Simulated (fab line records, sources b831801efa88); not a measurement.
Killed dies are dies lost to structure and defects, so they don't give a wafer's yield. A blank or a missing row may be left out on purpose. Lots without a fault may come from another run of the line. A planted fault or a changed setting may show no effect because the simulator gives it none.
A struck lot beside a sound one | flow sky130 | 15 steps out of a route of 708
Sound: wafers L189.1, L189.3, L189.5. Struck: wafers L202.1, L202.3. (L202.4 of the same lot was not struck and is left out.) The cause comes at the end.
At each step with rows: each side's tool, then ch and its chambers, then its first start. Under that, the readings that differ: sound wafers | struck wafers | difference of the means | sigmas: that difference in standard deviations of wafers without a fault.
alike: readings whose means differ by less than 2 such deviations, and words and numbers that are the same on both sides. not compared: withheld readings, readings that some wafer has no value for, bounds like >300 that may hide the same value, and numbers for which the record gives no deviation and whose values overlap.
The two part at a step that has a row with sigmas, a row that says differs or no value, or rows on one side only. Numbers that don't overlap but have no deviation are shown without sigmas and don't part them. A reading that every wafer of one side lacks parts them only if that side has two wafers or more.

first, 9 steps without rows for these wafers: SKY_CAP2M_CLEAN_17 (cleans in O3/DIW); SKY_METAL4_DEHYDRATE_05 (time 60 s); SKY_METAL4_HMDS_06 (prime time 60 s); SKY_METAL4_COAT_07 (resist thk 60 nm); SKY_METAL4_COAT_08 (resist thk 1140 nm); SKY_METAL4_SOFTBAKE_09 (time 90 s); SKY_METAL4_EXPOSE_10 (exposes mask MM4, target cd 300 nm); SKY_METAL4_PEB_11; SKY_METAL4_DEVELOP_12 (develop time 60 s).
SKY_METAL4_CD_MEAS_13: target cd 300 nm.
  sound on cd_sem-02, day 43 15:30; struck on cd_sem-01, day 47 04:11
  alike: cd_nm
SKY_METAL4_OVL_MEAS_14:
  sound on overlay-02, day 43 15:37; struck on overlay-02, day 47 04:18
  alike: METAL4_OVL
SKY_METAL4_DESCUM_15: chemistry O2, time 8 s.
  sound on rie_metal-02 ch 0,1, day 43 15:39; struck on rie_metal-02 ch 1, day 47 04:20
  alike: drypump_motor_current_A, oes_product_au
  not compared: rf_hours_counter_h
SKY_METAL4_ETCH_16: etches BARC in N2/H2, stops on SiO2, time 88.2 s, target depth 60 nm.
  sound on rie_metal-02 ch 0,1, day 43 15:41; struck on rie_metal-02 ch 1, day 47 04:22
  reading    | sound             | struck    | difference | sigmas
  bias_w (W) | 100.1 100.2 100.2 | 88.4 88.0 | -12.0      | -40
  alike: drypump_motor_current_A, oes_product_au, throttle_valve_pct
  not compared: rf_hours_counter_h
SKY_METAL4_ETCH_17: etches SiO2 in C4F8/O2/Ar, stops on TiN, time 3.9 s, target depth 15 nm.
  sound on rie_diel-03 ch 0,1,2, day 43 15:47; struck on rie_diel-01 ch 0,1, day 47 04:28
  alike: bias_w, oes_product_au
-- the record jumps here: 3 days lie between the struck wafers' starts before and after (it left off in module METAL4 and takes up again in module PAD_OPEN, whose first step shown is number 708 of the route) --
SKY_PAD_OPEN_PROBE_99:
  sound on prober-02, day 47 11:09; struck on prober-01, day 50 10:41
  alike: defect_limited_yield, killed_at_M0_to_M3, killed_at_M4_up, killed_at_contacts, killed_at_front_end, killed_at_other, killed_dies, killed_open, killed_short, sort_bin_3_pad_short, sort_bin_5_function, sort_bin_6_memory, sort_n_pass, sort_yield_pct

WHERE THEY PART
Only at SKY_METAL4_ETCH_16, within this record. Later steps at which nothing parts them and some readings are alike: SKY_METAL4_ETCH_17, SKY_PAD_OPEN_PROBE_99.

WHY: what the simulator had put in
Process parameter drift: rie_metal-02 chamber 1, from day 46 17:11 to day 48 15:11, at SKY_METAL4_ETCH_16. Setting bias_w, moved by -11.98, from 100. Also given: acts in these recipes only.
